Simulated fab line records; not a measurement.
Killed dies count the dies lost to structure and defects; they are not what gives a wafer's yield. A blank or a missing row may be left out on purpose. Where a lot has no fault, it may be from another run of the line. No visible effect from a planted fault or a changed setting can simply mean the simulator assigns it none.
A single fault, viewed from 2 desks | flow sky130 | numbers are kept per desk, each desk with only its own; the story behind them comes last

## AT THE TOOL OWNER'S DESK: pvd sputter-01
The tool's own readings at SKY_METAL1_SPUTTER_01 (material TiN, target thk 20 nm, time 16.7 s): means of the sampled wafers that have a number, for each lot that ran on this tool. The brackets show how far a lot's mean lies from the usual mean; more than 4 standard deviations puts the lot out of limits, marked OUT.
Columns: A = chamber pressure pa at SKY_METAL1_SPUTTER_01, usual 0.4000 Pa; B = throttle valve pct at SKY_METAL1_SPUTTER_01, usual 29.9 %
lot  | first seen here | A                | B
L759 | day 32 13:47    | 0.3997           | 30.2
L760 | day 32 18:51    | 0.3999           | 30.4
L764 | day 34 17:01    | 0.3994           | 30.2
L763 | day 34 18:22    | 0.4000           | 29.5
L769 | day 35 22:29    | 0.3365 (-81) OUT | 33.7 (+4.2) OUT
L772 | day 36 15:10    | 0.3368 (-81) OUT | 33.3
L773 | day 36 20:38    | 0.3371 (-81) OUT | 33.4
This desk's verdict: out of limits on L769, L772, L773, starting with L769 at day 35 22:29 (chamber pressure pa at SKY_METAL1_SPUTTER_01). L759, L760, L764, L763: within limits.

## METROLOGY DESK
Lot by lot, what the gauges showed, no matter which tool ran the lot: averages of those sampled wafers that carry a number. The brackets show how far a lot's mean lies from the usual mean; more than 4 standard deviations puts the lot out of limits, marked OUT.
Columns: A = PWDE_OVL at SKY_PWDE_OVL_MEAS_07, usual -0.8 nm; B = VIA2_HDPCVD_THK at SKY_VIA2_THK_MEAS_01, usual 1170 nm
lot  | first seen here | A    | B
L757 | day 4 03:34     | 0.9  | 1167
L758 | day 4 10:28     | -0.2 | 1149
L759 | day 4 12:44     | -1.0 | 1169
L760 | day 4 19:16     | 0.8  | 1164
L763 | day 5 12:46     | 0.4  | 1167
L764 | day 5 19:56     | 1.5  | 1183
L769 | day 6 21:53     | 0.0  | 1190
L771 | day 7 07:04     | -1.1 | 1186
L772 | day 7 12:46     | -0.2 | 1173
L773 | day 7 19:44     | -2.5 | 1159
L775 | day 8 06:59     | 0.4  | 1158
L777 | day 8 19:28     | -0.6 | 1181
This desk's finding: nothing out of limits on any of the 12 lots.

## TAKEN TOGETHER
On L769, L772, L773, at day 35 22:29, an alarm was possible from the tool owner's desk.
Metrology desk: nothing out of limits seen.
The metrology desk holds a record of L769, L772, L773, inside its limits.
SKY_METAL1_SPUTTER_01 was run on pvd sputter-01 by each of the lots named.

## WHAT THE SIMULATOR HAD PUT IN
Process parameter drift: pvd sputter-01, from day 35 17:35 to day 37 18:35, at SKY_METAL1_SPUTTER_01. Setting chamber pressure pa shifted by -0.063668 from 0.4. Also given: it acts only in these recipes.
Lots struck among those shown: L769, L772, L773.
Hours from the fault's start to each desk's first reading out of limits: the tool owner's desk, 5.
